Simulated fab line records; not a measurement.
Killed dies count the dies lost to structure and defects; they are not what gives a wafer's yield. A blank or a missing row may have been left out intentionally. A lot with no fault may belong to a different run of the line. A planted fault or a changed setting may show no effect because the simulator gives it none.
Struck lot and sound lot, side by side    flow sky130    26 out of 708 route steps
Sound: wafers L975.2, L975.3, L975.6. Wafers struck: L981.3, L981.4, L981.6. The cause is given at the end.
Each step with rows lists, per side, the tool, then ch with its chambers, then its first start. Under that, the readings that differ: sound wafers    struck wafers    difference of the means    sigmas: that difference in standard deviations of wafers without a fault.
alike: readings whose means differ by less than 2 such deviations, and words and numbers that are the same on both sides. not compared: withheld readings, readings that some wafer has no value for, bounds like >300 that may hide the same value, and numbers for which the record gives no deviation and whose values overlap.
The two part at a step that has a row with sigmas, a row that says differs or no value, or rows on one side only. When numbers do not overlap yet have no deviation, they are printed without sigmas and do not part them. Lack of a reading on every wafer of one side parts them only where that side has two or more wafers.

first, 10 steps without rows for these wafers: SKY_SONOS_ONO_COAT_08 (resist thk 1140 nm); SKY_SONOS_ONO_SOFTBAKE_09 (time 60 s); SKY_SONOS_ONO_EXPOSE_10 (exposes mask ONOM, target cd 410 nm); SKY_SONOS_ONO_PEB_11; SKY_SONOS_ONO_DEVELOP_12 (develop time 60 s); SKY_SONOS_ONO_ETCH_15 (etches the open film in CHF3/O2, target depth 19.52 nm, time 7.8 s); SKY_SONOS_ONO_WET_ETCH_16 (etches SiO2 in dHF, target depth 14 nm, time 280 s); SKY_SONOS_ONO_STRIP_17 (strips in O2/N2); SKY_SONOS_ONO_WET_ETCH_18 (etches Si3N4 in H3PO4, target depth 15 nm, time 172 s); SKY_GATE_OXIDE_CLEAN_00 (cleans in SC1/SC2, time 150 s).
SKY_GATE_OXIDE_OXIDATION_01: stabilise 600 s, purge 300 s, target thk 10.268 nm.
  sound on furnace-02 ch 0, day 12 20:55; struck on furnace-02 ch 0, day 15 09:40
reading                                           sound                 struck                difference  sigmas
spikeTcBottomC (C)                                918.2 916.8 919.6     923.6 923.1 924.6     +5.6        +6
spikeTcCentreC (C)                                899.3 901.3 901.4     906.7 905.2 907.5     +5.8        +5
spikeTcLowerC (C)                                 898.5 900.9 899.3     905.9 904.8 904.9     +5.6        +5
spikeTcTopC (C)                                   913.9 913.2 913.2     919.3 919.8 916.8     +5.2        +5
spikeTcUpperC (C)                                 901.3 902.7 900.5     906.3 906.8 904.8     +4.5        +2
tubeCenterTempC (C)                               900.14 900.06 899.85  905.63 905.58 905.61  +5.59       +73
tube_center_temp_C_max                            902.6 902.5 901.7     907.7 907.7 908.1     +5.6        +15
model.SiO2_of_GATE_OXIDE_OXIDATION_01.thkNm (nm)  10.59 10.37 10.51     11.5 11.36 11.4       +0.9        
  alike: zonePowerLowerPct
SKY_GATE_OXIDE_THK_MEAS_02:
  struck on filmMetro-01, day 15 11:05; sound on filmMetro-03, day 12 22:20
reading                           sound              struck             difference  sigmas
GATE_OXIDE_OXIDATION_00_THK (nm)  10.57 10.41 10.53  11.49 11.34 11.39  +0.90       +5
then, 11 steps without rows for these wafers: SKY_GATE_OXIDE_DEHYDRATE_03 (time 60 s); SKY_GATE_OXIDE_HMDS_04 (prime time 60 s); SKY_GATE_OXIDE_COAT_05 (resist thk 1140 nm); SKY_GATE_OXIDE_SOFTBAKE_06 (time 60 s); SKY_GATE_OXIDE_EXPOSE_07 (exposes mask LVOM, target cd 600 nm); SKY_GATE_OXIDE_PEB_08; SKY_GATE_OXIDE_DEVELOP_09 (develop time 60 s); SKY_GATE_OXIDE_IMPLANT_11; SKY_GATE_OXIDE_WET_ETCH_12 (etches SiO2 in dHF, target depth 16.8 nm, time 336 s); SKY_GATE_OXIDE_STRIP_13 (strips in O2/N2); SKY_GATE_OXIDE_CLEAN_15 (cleans in SC1/SC2, time 150 s).
SKY_GATE_OXIDE_OXIDATION_16: stabilise 600 s, purge 300 s, target thk 3.57 nm.
  sound on furnace-01 ch 0, day 14 01:41; struck on furnace-01 ch 0, day 16 16:38
reading                                           sound              struck             difference  sigmas
model.SiO2_of_GATE_OXIDE_OXIDATION_01.thkNm (nm)  11.95 11.76 11.87  12.79 12.65 12.74  +0.87       
  alike: oxTempC, spikeTcBottomC, spikeTcCentreC, spikeTcLowerC, spikeTcTopC, spikeTcUpperC, tubeCenterTempC, tube_center_temp_C_max, zonePowerLowerPct
then, 1 step without rows for these wafers: SKY_POLY_GATE_CVD_00 (deposits poly-Si, target thk 180 nm, time 720 s).
-- the record jumps here: 31 days lie between the struck wafers' starts before and after (it left off in module POLY_GATE and takes up again in module PAD_OPEN, whose first step shown is number 708 of the route) --
SKY_PAD_OPEN_PROBE_99:
  struck on prober-01, day 47 19:07; sound on prober-01, day 45 19:59
reading                              sound                          struck                        difference  sigmas
model.etest.nfet_16v.rOnOhmUm        1.392e+04 1.391e+04 1.389e+04  1.47e+04 1.492e+04 1.479e+04  +8.97e+02   
model.etest.tipSonos.rsOhmSq         2795 2719 2761                 2944 2896 2913                +159        
model.etest.pfetG5v0d10v5.rOnOhmUm   4864 4892 4812                 4982 4931 4942                +96         
model.etest.nfetG5v0d10v5.rOnOhmUm   1888 1876 1885                 1991 1967 1952                +87         
model.etest.nfetG5v0d10v5.driveUaUm  594.4 604.5 595.5              556.4 562 556.7               -39.8       
model.etest.nfet_05v0_nvt.driveUaUm  567 570.3 567.3                530 535.8 531.4               -36         
model.etest.pfetG5v0d10v5.driveUaUm  330.7 332.1 333.9              320.1 323.1 324.4             -9.7        
model.etest.nfet_16v.driveUaUm       220.4 221.5 221.8              199.6 201.3 200.1             -20.9       
  alike: killed_at_M0_to_M3, killed_at_M4_up, killedAtContacts, killedAtFrontEnd, killedAtOther, killedDies, killedOpen, killedShort

## WHERE THEY PART
Last at SKY_GATE_OXIDE_THK_MEAS_02 as far as this record goes, first at SKY_GATE_OXIDE_OXIDATION_01. Later steps at which nothing parts them and some readings are alike: SKY_GATE_OXIDE_OXIDATION_16, SKY_PAD_OPEN_PROBE_99.

WHY: the cause the simulator had injected
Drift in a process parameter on furnace-02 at SKY_GATE_OXIDE_OXIDATION_01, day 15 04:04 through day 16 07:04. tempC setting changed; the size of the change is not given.
